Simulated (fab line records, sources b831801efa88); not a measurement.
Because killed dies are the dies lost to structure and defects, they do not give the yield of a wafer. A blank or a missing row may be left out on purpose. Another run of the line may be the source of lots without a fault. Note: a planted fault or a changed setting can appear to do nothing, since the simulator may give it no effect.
fab line records | flow sfqLine
record: lots: 7 | wafers: 21 | lastDay: 77
route steps=325 shown M0@32 I0@43 M1@58
lots that met no fault: from a run of the same line without faults
startH: the number of hours between the record's first day and the start of the first shown wafer of the lot | waitH: how many hours have passed since the lot's step before this one | " as in the row above | L1.1+2: a single row standing in for several wafers | - no value, or no start given | * or withheld: withheld | < > ~ a bound
route shown NAME@n: NAME is a module with steps in the file, n the number in the route of the first one | usual: mean/standard deviation of fault-free wafers | same: alike in all rows | chamber/n: place in a boat | sites: readings site by site | _std_site: standard deviation across them | _edge_site: mean of outer sites minus mean of inner sites | radiusMm: for every site, how far away it sits from the centre of the wafer | mask NAME#n: copy n | behind: the tool/chamber that last shaped the wafer | hold: the reason the lot was held/the length of the hold in hours/how it ended | device: the n, p or np transistor that did not switch | end of line: the route-end tests of the same wafers | a step without rows: its recipe alone | killed: dies lost to structure and defects at the first sort, not the wafer's yield | map: a wafer's dies, x killed, . not, _ none there
set.NAME: setting as actually run; set.NAME@STEP: the setting as run at that earlier step | model.NAME: the simulator's own value behind a step, which no gauge read
lots at selected steps of the route; one table per step, one row per wafer
services: the hour from which a tool's chamber was out of use, counted from the record's first day as startH (under 0 if before that day), plus the number of hours and why
== steps ==
step: SFQ_TRILAYER_M0_LITHO_COAT_026
recipe: resist: BARC | spinRpm: 3000 | resistThkNm: 62
step: SFQ_TRILAYER_M0_LITHO_COAT_021
recipe: resist: KrF | spinRpm: 3000 | resistThkNm: 600
step: SFQ_TRILAYER_M0_LITHO_SOFTBAKE_025
recipe: tempC: withheld | timeS: withheld | resist: KrF
step: SFQ_TRILAYER_M0_LITHO_EXPOSE_022
recipe: maskId: M0 | na: 0.6 | sourceShape: conventional | sigmaOuter: 0.65 | targetCdNm: 500 | doseMj: 14.4
step: SFQ_TRILAYER_M0_LITHO_PEB_024
recipe: pebTempC: 115 | pebTimeS: 60 | resist: KrF
step: SFQ_TRILAYER_M0_LITHO_DEVELOP_023
recipe: timeS: 60 | resist: KrF
step: SFQ_M0_OVL_MEAS_906
usual: M0_OVL: -3/4.8
lot.wafer | tool       | chamber | startH | waitH | M0_OVL[nm]
L917.2    | overlay-02 | -       | 172.21 | 0.1   | -5
L917.4    | "          | -       | "      | "     | -10
L917.5    | "          | -       | "      | "     | -21
L922.3    | overlay-01 | -       | 202.21 | 0.1   | 3
L922.4    | "          | -       | "      | "     | -3
L922.5    | "          | -       | "      | "     | -2
L925.1    | overlay-02 | -       | 227.40 | 0.1   | -3
L925.2    | "          | -       | "      | "     | -5
L925.4    | "          | -       | "      | "     | -8
L926.3    | overlay-01 | -       | 232.21 | 0.1   | 0
L926.4    | "          | -       | "      | "     | -4
L926.5    | "          | -       | "      | "     | 2
L927.1    | overlay-02 | -       | 238.20 | 0.1   | -4
L927.3    | "          | -       | "      | "     | -6
L927.4    | "          | -       | "      | "     | -6
L928.1    | overlay-02 | -       | 246.15 | 0.1   | -8
L928.3    | "          | -       | "      | "     | -9
L928.5    | "          | -       | "      | "     | -1
L938.1    | overlay-01 | -       | 312.01 | 0.1   | 2
L938.3    | "          | -       | "      | "     | 1
L938.4    | "          | -       | "      | "     | 0
step: SFQ_TRILAYER_M0_BARC_OPEN_METAL_ETCH_031
recipe: maskMaterial: PR | chemistry: O2 | targetDepthNm: 125 | target: BARC | icpW: 600 | biasW: 80 | pressureMtorr: 10 | timeS: 41.7
usual: drypumpMotorCurrentA: 5.7/0.43 | oesProductAu: 0.685/0.0046
lot.wafer | tool        | chamber | startH | waitH | drypumpMotorCurrentA | oesProductAu | rfHoursCounterH
L917.2    | rieMetal-01 | 1       | 172.24 | 0.0   | 5.8                  | 0.683        | 7
L917.4    | "           | 1       | "      | "     | 5.9                  | 0.685        | -
L917.5    | "           | 1       | "      | "     | 5.8                  | 0.687        | -
L922.3    | rieMetal-02 | 1       | 202.28 | 0.1   | 5.6                  | 0.680        | -
L922.4    | "           | 1       | "      | "     | 5.6                  | 0.683        | -
L922.5    | "           | 1       | "      | "     | 5.6                  | 0.691        | -
L925.1    | rieMetal-04 | 0       | 227.44 | 0.0   | 6.0                  | 0.682        | 137
L925.2    | "           | 0       | "      | "     | 6.0                  | 0.688        | -
L925.4    | "           | 0       | "      | "     | 6.0                  | 0.682        | -
L926.3    | rieMetal-04 | 0       | 232.28 | 0.1   | 6.0                  | 0.676        | -
L926.4    | "           | 0       | "      | "     | 6.0                  | 0.685        | -
L926.5    | "           | 0       | "      | "     | 6.0                  | 0.674        | -
L927.1    | rieMetal-04 | 0       | 238.24 | 0.0   | 6.0                  | 0.682        | 141
L927.3    | "           | 0       | "      | "     | 6.0                  | 0.689        | -
L927.4    | "           | 0       | "      | "     | 6.0                  | 0.689        | -
L928.1    | rieMetal-04 | 0       | 246.19 | 0.0   | 6.0                  | 0.688        | 144
L928.3    | "           | 0       | "      | "     | 6.0                  | 0.678        | -
L928.5    | "           | 0       | "      | "     | 6.0                  | 0.691        | -
L938.1    | rieMetal-01 | 1       | 312.04 | 0.0   | 5.8                  | 0.688        | 30
L938.3    | "           | 1       | "      | "     | 5.8                  | 0.695        | -
L938.4    | "           | 0       | "      | "     | 5.0                  | 0.692        | -
step: SFQ_TRILAYER_M0_ETCH_METAL_ETCH_024
recipe: target: Nb | stopOn: SiO2 | maskMaterial: PR | chemistry: Cl2/Ar | targetDepthNm: 240 | icpW: 600 | biasW: 80 | pressureMtorr: 10 | timeS: 120
usual: drypumpMotorCurrentA: 5.7/0.42 | oesProductAu: 0.895/0.0083
lot.wafer | tool        | chamber | startH | waitH | drypumpMotorCurrentA | oesProductAu | rfHoursCounterH
L917.2    | rieMetal-01 | 1       | 172.30 | 0.0   | 5.8                  | 0.901        | 7
L917.4    | "           | 1       | "      | "     | 5.8                  | 0.884        | -
L917.5    | "           | 1       | "      | "     | 5.8                  | 0.894        | -
L922.3    | rieMetal-02 | 1       | 202.44 | 0.1   | 5.6                  | 0.899        | -
L922.4    | "           | 1       | "      | "     | 5.6                  | 0.896        | -
L922.5    | "           | 1       | "      | "     | 5.6                  | 0.897        | -
L925.1    | rieMetal-04 | 0       | 227.56 | 0.1   | 6.0                  | 0.888        | 137
L925.2    | "           | 0       | "      | "     | 6.0                  | 0.893        | -
L925.4    | "           | 0       | "      | "     | 6.0                  | 0.903        | -
L926.3    | rieMetal-04 | 0       | 232.44 | 0.1   | 6.0                  | 0.900        | -
L926.4    | "           | 0       | "      | "     | 6.0                  | 0.901        | -
L926.5    | "           | 0       | "      | "     | 6.0                  | 0.905        | -
L927.1    | rieMetal-04 | 0       | 238.36 | 0.1   | 6.0                  | 0.886        | 141
L927.3    | "           | 0       | "      | "     | 6.0                  | 0.899        | -
L927.4    | "           | 0       | "      | "     | 6.0                  | 0.897        | -
L928.1    | rieMetal-04 | 0       | 246.31 | 0.1   | 6.0                  | 0.882        | 144
L928.3    | "           | 0       | "      | "     | 6.0                  | 0.892        | -
L928.5    | "           | 0       | "      | "     | 6.0                  | 0.884        | -
L938.1    | rieMetal-01 | 1       | 312.10 | 0.0   | 5.9                  | 0.905        | 30
L938.3    | "           | 1       | "      | "     | 5.8                  | 0.879        | -
L938.4    | "           | 0       | "      | "     | 5.0                  | 0.900        | -
step: SFQ_TRILAYER_M0_STRIP_STRIP_025
recipe: gas: O2 | powerW: 200 | platenTempC: 40 | overashFraction: 0.65 | chemistry: O2 | pressureMtorr: 50
usual: drypumpMotorCurrentA: 5.7/0.42 | oesProductAu: 1.002/0.012
lot.wafer | tool        | chamber | startH | waitH | drypumpMotorCurrentA | oesProductAu | rfHoursCounterH
L917.2    | rieMetal-01 | 1       | 172.42 | 0.1   | 5.9                  | 1.014        | 8
L917.4    | "           | 1       | "      | "     | 5.9                  | 1.023        | -
L917.5    | "           | 1       | "      | "     | 5.9                  | 1.023        | -
L922.3    | rieMetal-02 | 1       | 203.01 | 0.5   | 5.6                  | 0.980        | -
L922.4    | "           | 1       | "      | "     | 5.6                  | 0.974        | -
L922.5    | "           | 1       | "      | "     | 5.6                  | 0.992        | -
L925.1    | rieMetal-04 | 0       | 227.81 | 0.2   | 6.0                  | 1.010        | 138
L925.2    | "           | 0       | "      | "     | 6.0                  | 1.015        | -
L925.4    | "           | 0       | "      | "     | 6.0                  | 1.012        | -
L926.3    | rieMetal-04 | 0       | 233.01 | 0.5   | 6.0                  | 1.011        | -
L926.4    | "           | 0       | "      | "     | 6.0                  | 1.027        | -
L926.5    | "           | 0       | "      | "     | 6.0                  | 1.015        | -
L927.1    | rieMetal-04 | 0       | 238.61 | 0.2   | 6.0                  | 1.003        | 142
L927.3    | "           | 0       | "      | "     | 6.0                  | 1.004        | -
L927.4    | "           | 0       | "      | "     | 6.0                  | 1.008        | -
L928.1    | rieMetal-04 | 0       | 246.56 | 0.2   | 6.0                  | 1.008        | 144
L928.3    | "           | 0       | "      | "     | 6.0                  | 1.010        | -
L928.5    | "           | 0       | "      | "     | 6.0                  | 1.005        | -
L938.1    | rieMetal-01 | 1       | 312.23 | 0.1   | 5.8                  | 0.987        | 31
L938.3    | "           | 1       | "      | "     | 5.8                  | 0.991        | -
L938.4    | "           | 0       | "      | "     | 5.0                  | 1.009        | -
step: SFQ_TRILAYER_M0_STRIP_SOLV_CLEAN_026
recipe: chemistry: NMP | tempC: 70 | timeS: 600
step: SFQ_TRILAYER_I0_DEP_PECVD_027
recipe: material: SiO2 | tempC: 150 | timeS: 111.11 | pressureTorr: 2.4 | rfW: 183.3 | precursor: SiH4/N2O | targetThkNm: 500
usual: heaterPowerW: 83/9.1 | throttleValvePct: 24.2/0.97
lot.wafer | tool     | chamber | startH | waitH | heaterPowerW | throttleValvePct
L917.2    | pecvd-04 | 1       | 173.20 | 0.0   | 78           | 25.5
L917.4    | "        | 2       | "      | "     | 84           | 25.2
L917.5    | "        | 0       | "      | "     | 74           | 24.0
L922.3    | pecvd-03 | 1       | 204.00 | 0.0   | 78           | 23.7
L922.4    | "        | 0       | "      | "     | 99           | 24.6
L922.5    | "        | 2       | "      | "     | 83           | 23.9
L925.1    | pecvd-01 | 2       | 229.18 | 0.0   | 82           | 23.4
L925.2    | "        | 1       | "      | "     | 93           | 25.6
L925.4    | "        | 0       | "      | "     | 81           | 24.8
L926.3    | pecvd-04 | 1       | 233.98 | 0.0   | 73           | 23.8
L926.4    | "        | 0       | "      | "     | 64           | 22.4
L926.5    | "        | 2       | "      | "     | 87           | 22.2
L927.1    | pecvd-04 | 0       | 239.98 | 0.0   | 71           | 22.6
L927.3    | "        | 1       | "      | "     | 74           | 23.8
L927.4    | "        | 2       | "      | "     | 83           | 22.0
L928.1    | pecvd-01 | 2       | 247.93 | 0.0   | 88           | 23.4
L928.3    | "        | 0       | "      | "     | 84           | 25.2
L928.5    | "        | 0       | "      | "     | 66           | 24.8
L938.1    | pecvd-03 | 0       | 313.02 | 0.0   | 99           | 24.9
L938.3    | "        | 1       | "      | "     | 91           | 23.9
L938.4    | "        | 1       | "      | "     | 73           | 24.1
step: SFQ_TRILAYER_I0_CMP_CMP_028
recipe: material: SiO2 | downForcePsi: 3 | platenRpm: 60 | padVelocityMS: 0.94248
usual: motorCurrentA: 9.8/0.74 | platenRpm: 60.00/0.037 | retainingRingPressureFrac: 1.000/0.0057 | timeToEndpointS: 216/8.2
lot.wafer | tool   | chamber | startH | waitH | motorCurrentA | platenRpm | retainingRingPressureFrac | timeToEndpointS | model.SiO2_of_TRILAYER_I0_DEP_PECVD_027.thkNm
L917.2    | cmp-01 | 2       | 174.27 | 1.0   | 9.3           | 60.04     | 0.999                     | 218             | 202
L917.4    | "      | 3       | "      | "     | 9.1           | 59.95     | 1.002                     | 220             | 199
L917.5    | "      | 0       | "      | "     | 9.1           | 59.99     | 1.004                     | 227             | 200.5
L922.3    | cmp-02 | 3       | 204.07 | 0.0   | 11.1          | 60.01     | 0.994                     | 223             | 199.4
L922.4    | "      | 2       | 205.57 | 1.5   | 10.3          | 59.98     | 1.002                     | 226             | 201.5
L922.5    | "      | 3       | "      | "     | 11.5          | 60.05     | 0.996                     | 221             | 200.2
L925.1    | cmp-01 | 0       | 234.13 | 4.9   | 9.4           | 59.98     | 0.990                     | 211             | 215.4
L925.4    | "      | 1       | "      | "     | 9.8           | 60.02     | 1.004                     | 196             | 213.8
L925.2    | "      | 2       | "      | "     | 10.0          | 59.99     | 0.999                     | 222             | 217.4
L926.4    | cmp-01 | 0       | 240.13 | 6.1   | 9.5           | 59.97     | 0.996                     | 204             | 216
L926.3    | "      | 1       | "      | "     | 9.2           | 60.00     | 1.004                     | 199             | 212.9
L926.5    | "      | 0       | 242.13 | 8.1   | 9.5           | 60.04     | 0.990                     | 211             | 215.5
L927.4    | cmp-02 | 0       | 242.65 | 2.6   | 9.3           | 60.05     | 1.003                     | 219             | 199.7
L927.3    | "      | 1       | "      | "     | 9.0           | 59.98     | 0.989                     | 196             | 198
L927.1    | "      | 2       | "      | "     | 9.7           | 60.01     | 1.000                     | 213             | 200.7
L928.1    | cmp-01 | 0       | 255.13 | 7.2   | 9.2           | 60.03     | 1.001                     | 209             | 213.2
L928.3    | "      | 1       | "      | "     | 9.4           | 60.03     | 1.002                     | 188             | 212.4
L928.5    | "      | 0       | 257.13 | 9.1   | 9.2           | 59.99     | 1.006                     | 202             | 213.9
L938.3    | cmp-01 | 2       | 317.63 | 4.6   | 9.5           | 60.00     | 1.003                     | 206             | 203.2
L938.1    | "      | 0       | 318.63 | 5.6   | 9.8           | 60.04     | 1.003                     | 208             | 201.7
L938.4    | "      | 1       | "      | "     | 9.9           | 59.99     | 0.997                     | 210             | 198.7
step: SFQ_I0_BOW_MEAS_907
recipe: mode: bow
usual: I0_BOW: 0/7.3
lot.wafer | tool         | chamber | startH | waitH | I0_BOW[um]
L917.2    | filmMetro-04 | -       | 176.29 | 1.5   | -5
L917.4    | "            | -       | "      | "     | -12
L917.5    | "            | -       | "      | "     | -3
L922.3    | filmMetro-01 | -       | 207.11 | 2.5   | -10
L922.4    | "            | -       | "      | "     | -12
L922.5    | "            | -       | "      | "     | 0
L925.1    | filmMetro-04 | -       | 236.63 | 2.0   | 2
L925.2    | "            | -       | "      | "     | 1
L925.4    | "            | -       | "      | "     | 9
L925.1    | filmMetro-04 | -       | 237.95 | 1.3   | -
L925.2    | "            | -       | "      | "     | -
L925.4    | "            | -       | "      | "     | -
L926.3    | filmMetro-01 | -       | 242.67 | 1.5   | 3
L926.4    | "            | -       | "      | "     | -3
L926.5    | "            | -       | "      | "     | 1
L926.3    | filmMetro-01 | -       | 243.99 | 1.3   | -
L926.4    | "            | -       | "      | "     | -
L926.5    | "            | -       | "      | "     | -
L927.1    | filmMetro-02 | -       | 245.65 | 1.5   | -4
L927.3    | "            | -       | "      | "     | -10
L927.4    | "            | -       | "      | "     | -1
L928.1    | filmMetro-02 | -       | 257.63 | 2.0   | -6
L928.3    | "            | -       | "      | "     | 2
L928.5    | "            | -       | "      | "     | -2
L928.1    | filmMetro-02 | -       | 258.95 | 1.3   | -
L928.3    | "            | -       | "      | "     | -
L928.5    | "            | -       | "      | "     | -
L938.1    | filmMetro-02 | -       | 320.63 | 1.5   | -5
L938.3    | "            | -       | "      | "     | 8
L938.4    | "            | -       | "      | "     | -2
step: SFQ_TRILAYER_I0_METRO_MEASURE_029
usual: thkNm: 200.2/1.4
lot.wafer | tool         | chamber | startH | waitH | thkNm
L917.2    | filmMetro-04 | -       | 176.59 | 0.3   | 201.9
L917.4    | "            | -       | "      | "     | 198.9
L917.5    | "            | -       | "      | "     | 200.4
L922.3    | filmMetro-01 | -       | 207.59 | 0.5   | 199.4
L922.4    | "            | -       | "      | "     | 201.2
L922.5    | "            | -       | "      | "     | 200.1
L925.1    | filmMetro-04 | -       | 244.11 | 6.1   | 215.2
L925.2    | "            | -       | "      | "     | 217.5
L925.4    | "            | -       | "      | "     | 213.9
L925.1    | filmMetro-04 | -       | 245.48 | 1.2   | 215.3
L925.2    | "            | -       | "      | "     | 217.5
L925.4    | "            | -       | "      | "     | 213.8
L927.1    | filmMetro-02 | -       | 245.77 | 0.1   | 200.6
L927.3    | "            | -       | "      | "     | 198.0
L927.4    | "            | -       | "      | "     | 199.8
L926.3    | filmMetro-02 | -       | 247.37 | 3.4   | 213.0
L926.4    | "            | -       | "      | "     | 216.0
L926.5    | "            | -       | "      | "     | 215.5
L926.3    | filmMetro-02 | -       | 248.74 | 1.2   | 213.1
L926.4    | "            | -       | "      | "     | 216.0
L926.5    | "            | -       | "      | "     | 215.6
L928.1    | filmMetro-01 | -       | 260.94 | 2.0   | 213.0
L928.3    | "            | -       | "      | "     | 212.4
L928.5    | "            | -       | "      | "     | 213.9
L928.1    | filmMetro-01 | -       | 262.31 | 1.2   | 213.1
L928.3    | "            | -       | "      | "     | 212.4
L928.5    | "            | -       | "      | "     | 213.9
L938.1    | filmMetro-02 | -       | 320.75 | 0.1   | 201.6
L938.3    | "            | -       | "      | "     | 203.1
L938.4    | "            | -       | "      | "     | 198.7
step: SFQ_TRILAYER_I0_VIA_LITHO_COAT_036
recipe: resist: BARC | spinRpm: 3000 | resistThkNm: 62
step: SFQ_TRILAYER_I0_VIA_LITHO_COAT_031
recipe: resist: KrF | spinRpm: 3000 | resistThkNm: 650
step: SFQ_TRILAYER_I0_VIA_LITHO_SOFTBAKE_035
recipe: tempC: withheld | timeS: withheld | resist: KrF
step: SFQ_TRILAYER_I0_VIA_LITHO_EXPOSE_032
recipe: maskId: I0 | na: 0.6 | sourceShape: conventional | sigmaOuter: 0.65 | targetCdNm: 500 | doseMj: 21.3
step: SFQ_TRILAYER_I0_VIA_LITHO_PEB_034
recipe: pebTempC: 115 | pebTimeS: 60 | resist: KrF
step: SFQ_TRILAYER_I0_VIA_LITHO_DEVELOP_033
recipe: timeS: 60 | resist: KrF
step: SFQ_I0_OVL_MEAS_908
usual: I0_OVL: -1/5.3
lot.wafer | tool       | chamber | startH | waitH | I0_OVL[nm]
L917.2    | overlay-01 | -       | 234.61 | 0.1   | -2
L917.4    | "          | -       | "      | "     | -3
L917.5    | "          | -       | "      | "     | -7
L922.3    | overlay-02 | -       | 270.06 | 0.1   | 0
L922.4    | "          | -       | "      | "     | 7
L922.5    | "          | -       | "      | "     | 3
L925.1    | overlay-01 | -       | 303.61 | 0.1   | -1
L925.2    | "          | -       | "      | "     | -9
L925.4    | "          | -       | "      | "     | -4
L926.3    | overlay-02 | -       | 307.22 | 0.1   | 0
L926.4    | "          | -       | "      | "     | -2
L926.5    | "          | -       | "      | "     | -2
L927.1    | overlay-02 | -       | 313.21 | 0.1   | 2
L927.3    | "          | -       | "      | "     | 2
L927.4    | "          | -       | "      | "     | -6
L928.1    | overlay-02 | -       | 325.21 | 0.1   | -1
L928.3    | "          | -       | "      | "     | -7
L928.5    | "          | -       | "      | "     | -4
L938.1    | overlay-02 | -       | 382.81 | 0.1   | 3
L938.3    | "          | -       | "      | "     | -1
L938.4    | "          | -       | "      | "     | -3
step: SFQ_TRILAYER_I0_VIA_BARC_OPEN_VIA_ETCH_046
recipe: maskMaterial: PR | chemistry: O2 | targetDepthNm: 125 | target: BARC | sourceW: 500 | biasW: 80 | pressureMtorr: 30 | timeS: 41.7
step: SFQ_TRILAYER_I0_VIA_ETCH_VIA_ETCH_034
recipe: target: SiO2 | stopOn: Nb | maskMaterial: PR | taperDeg: 20 | chemistry: CHF3 | targetDepthNm: 260 | sourceW: 500 | biasW: 80 | pressureMtorr: 30 | timeS: withheld
usual: drypumpMotorCurrentA: 5.7/0.42 | oesProductAu: 0.855/0.0053
lot.wafer | tool       | chamber | startH | waitH | drypumpMotorCurrentA | oesProductAu | model.etch.depthNm | model.I0.featureDepthNm
L917.2    | rieDiel-01 | 3       | 234.68 | 0.0   | 5.8                  | 0.863        | 202                | 202
L917.4    | "          | 1       | "      | "     | 5.8                  | 0.859        | 199                | 199
L917.5    | "          | 2       | "      | "     | 6.1                  | 0.859        | 200.5              | 200.5
L922.3    | rieDiel-01 | 2       | 270.13 | 0.0   | 6.1                  | 0.858        | 199.4              | 199.4
L922.4    | "          | 3       | "      | "     | 5.8                  | 0.852        | 201.5              | 201.5
L922.5    | "          | 0       | "      | "     | 4.8                  | 0.854        | 200.2              | 200.2
L925.1    | rieDiel-01 | 1       | 303.68 | 0.0   | 5.9                  | 0.894        | 215.4              | 215.4
L925.2    | "          | 0       | "      | "     | 4.8                  | 0.882        | 217.4              | 217.4
L925.4    | "          | 0       | "      | "     | 4.8                  | 0.886        | 213.8              | 213.8
L926.3    | rieDiel-02 | 1       | 307.28 | 0.0   | 6.1                  | 0.889        | 212.9              | 212.9
L926.4    | "          | 1       | "      | "     | 6.1                  | 0.897        | 216                | 216
L926.5    | "          | 3       | "      | "     | 5.8                  | 0.889        | 215.5              | 215.5
L927.1    | rieDiel-01 | 1       | 313.28 | 0.0   | 5.9                  | 0.854        | 200.7              | 200.7
L927.3    | "          | 2       | "      | "     | 6.1                  | 0.849        | 198                | 198
L927.4    | "          | 1       | "      | "     | 5.8                  | 0.853        | 199.7              | 199.7
L928.1    | rieDiel-01 | 0       | 325.28 | 0.0   | 4.7                  | 0.878        | 213.2              | 213.2
L928.3    | "          | 1       | "      | "     | 5.9                  | 0.878        | 212.4              | 212.4
L928.5    | "          | 0       | "      | "     | 4.8                  | 0.892        | 213.9              | 213.9
L938.1    | rieDiel-04 | 3       | 382.88 | 0.0   | 5.8                  | 0.859        | 201.7              | 201.7
L938.3    | "          | 1       | "      | "     | 5.8                  | 0.863        | 203.2              | 203.2
L938.4    | "          | 2       | "      | "     | 5.9                  | 0.842        | 198.7              | 198.7
step: SFQ_TRILAYER_I0_VIA_STRIP_STRIP_035
recipe: gas: O2 | powerW: 200 | platenTempC: 40 | overashFraction: 0.65 | chemistry: O2 | pressureMtorr: 50
usual: drypumpMotorCurrentA: 5.6/0.46 | oesProductAu: 1.002/0.012
lot.wafer | tool        | chamber | startH | waitH | drypumpMotorCurrentA | oesProductAu | rfHoursCounterH
L917.2    | rieMetal-01 | 1       | 234.79 | -     | 5.8                  | 1.007        | 19
L917.4    | "           | 0       | "      | "     | 5.0                  | 1.002        | -
L917.5    | "           | 0       | "      | "     | 5.0                  | 1.012        | -
L922.3    | rieMetal-03 | 1       | 270.44 | -     | 5.3                  | 1.002        | -
L922.4    | "           | 0       | "      | "     | 5.1                  | 1.024        | -
L922.5    | "           | 1       | "      | "     | 5.3                  | 1.012        | -
L925.1    | rieMetal-01 | 0       | 303.79 | -     | 5.0                  | 1.014        | 47
L925.2    | "           | 1       | "      | "     | 5.8                  | 0.994        | 29
L925.4    | "           | 1       | "      | "     | 5.8                  | 0.990        | -
L926.3    | rieMetal-02 | 1       | 307.59 | -     | 5.6                  | 0.986        | -
L926.4    | "           | 0       | "      | "     | 6.3                  | 1.001        | -
L926.5    | "           | 1       | "      | "     | 5.6                  | 0.997        | -
L927.1    | rieMetal-02 | 1       | 313.39 | -     | 5.6                  | 1.000        | 35
L927.3    | "           | 1       | "      | "     | 5.6                  | 1.002        | -
L927.4    | "           | 0       | "      | "     | 6.4                  | 1.005        | -
L928.1    | rieMetal-01 | 0       | 325.39 | -     | 5.0                  | 1.007        | 50
L928.3    | "           | 0       | "      | "     | 5.0                  | 1.023        | -
L928.5    | "           | 1       | "      | "     | 5.8                  | 1.003        | -
L938.1    | rieMetal-03 | 0       | 382.99 | -     | 5.1                  | 1.036        | 151
L938.3    | "           | 1       | "      | "     | 5.3                  | 0.997        | -
L938.4    | "           | 0       | "      | "     | 5.1                  | 1.031        | -
step: SFQ_TRILAYER_I0_VIA_STRIP_SOLV_CLEAN_036
recipe: chemistry: NMP | tempC: 70 | timeS: 600
step: SFQ_TRILAYER_M1_DEP_PRE_CLEAN_038
recipe: gas: Ar | timeS: 22.5 | biasV: 250
lot.wafer | tool          | chamber | startH | waitH | model.SiO2_of_TRILAYER_I0_DEP_PECVD_027.thkNm
L917.2    | pvdSputter-04 | -       | 235.56 | 0.0   | 194.5
L917.4    | "             | -       | "      | "     | 191.4
L917.5    | "             | -       | "      | "     | 193
L922.3    | pvdSputter-03 | -       | 271.19 | 0.0   | 191.9
L922.4    | "             | -       | "      | "     | 194
L922.5    | "             | -       | "      | "     | 192.7
L925.1    | pvdSputter-04 | -       | 304.57 | 0.0   | 207.9
L925.2    | "             | -       | "      | "     | 209.9
L925.4    | "             | -       | "      | "     | 206.3
L926.3    | pvdSputter-04 | -       | 308.17 | 0.0   | 205.4
L926.4    | "             | -       | "      | "     | 208.5
L926.5    | "             | -       | "      | "     | 208
L927.1    | pvdSputter-06 | -       | 314.34 | 0.0   | 193.2
L927.3    | "             | -       | "      | "     | 190.5
L927.4    | "             | -       | "      | "     | 192.2
L928.1    | pvdSputter-06 | -       | 326.34 | 0.0   | 205.7
L928.3    | "             | -       | "      | "     | 204.9
L928.5    | "             | -       | "      | "     | 206.4
L938.1    | pvdSputter-06 | -       | 383.77 | 0.0   | 194.2
L938.3    | "             | -       | "      | "     | 195.7
L938.4    | "             | -       | "      | "     | 191.2
step: SFQ_TRILAYER_M1_DEP_SPUTTER_037
recipe: material: Nb | basePressurePa: 1.33e-06 | chamberPressurePa: 0.1333 | substrateTempC: 20 | resputterCathodeVoltageV: 400 | targetThkNm: 200 | powerW: 2000 | timeS: 133.3
== services ==
tool          | chamber | startH | hours | kind
filmMetro-02  | -       | 154.06 | 0.3   | pm
filmMetro-04  | -       | 157.23 | 0.3   | pm
cmp-01        | -       | 158.91 | 4.6   | pm
pvdSputter-04 | -       | 175.06 | 6.8   | repair
rieDiel-01    | 1       | 177.23 | 4.8   | repair
pvdSputter-06 | -       | 178.98 | 8.8   | repair
pvdSputter-06 | -       | 184.28 | 2.7   | repair
filmMetro-02  | -       | 186.51 | 1.5   | pm
filmMetro-04  | -       | 191.62 | 0.7   | repair
pecvd-04      | -       | 194.25 | 14.0  | pm
rieMetal-04   | -       | 196.31 | 0.7   | repair
cmp-01        | -       | 210.11 | 1.1   | repair
cmp-01        | -       | 227.31 | 6.3   | pm
rieMetal-02   | -       | 231.02 | 1.4   | pm
filmMetro-02  | -       | 233.22 | 1.7   | pm
rieMetal-01   | -       | 249.43 | 1.4   | repair
rieMetal-02   | 1       | 271.23 | 4.4   | repair
rieDiel-01    | 3       | 278.63 | 8.8   | repair
rieMetal-01   | -       | 298.66 | 1.4   | pm
filmMetro-02  | -       | 321.95 | 1.0   | pm
rieMetal-02   | -       | 333.19 | 28.1  | pm
rieMetal-01   | 0       | 368.78 | 20.3  | repair
rieMetal-01   | -       | 374.90 | 0.7   | repair
rieMetal-04   | -       | 375.99 | 2.8   | pm
== key ==
firstSign: step: SFQ_TRILAYER_I0_CMP_CMP_028 | reading: timeToEndpointS | direction: down | sigmas: 1.4 | usual: * | struck: *
effect: step: SFQ_I0_BOW_MEAS_907 | reading: visit | direction: added
effect: step: SFQ_TRILAYER_I0_METRO_MEASURE_029 | reading: visit | direction: added
effect: step: SFQ_TRILAYER_I0_METRO_MEASURE_029 | reading: thkNm | direction: up | sigmas: 10 | usual: 200.2 | struck: 214.5
effect: step: SFQ_TRILAYER_I0_VIA_ETCH_VIA_ETCH_034 | reading: oesProductAu | direction: up | sigmas: 6.1 | usual: 0.855 | struck: 0.887
modelEffect: step: SFQ_TRILAYER_I0_CMP_CMP_028 | value: SiO2_of_TRILAYER_I0_DEP_PECVD_027.thkNm | without: 199.5 | struck: 214.5
modelEffect: step: SFQ_TRILAYER_I0_VIA_ETCH_VIA_ETCH_034 | value: etch.depthNm | without: 199.5 | struck: 214.5
modelEffect: step: SFQ_TRILAYER_M1_DEP_PRE_CLEAN_038 | value: SiO2_of_TRILAYER_I0_DEP_PECVD_027.thkNm | without: 192 | struck: 207
metAt SFQ_TRILAYER_I0_CMP_CMP_028
struckWafers L925.1,L925.2,L925.4,L926.3,L926.4,L926.5,L928.1,L928.3,L928.5
fault: kind: processParameterDrift | tool: cmp-01 | chamber: - | onsetH: 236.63 | steps: SFQ_TRILAYER_I0_CMP_CMP_028 | channel: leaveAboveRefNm | offset: 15 | shape: step | endH: 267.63 | actsIn: theseRecipesOnly | stated: 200
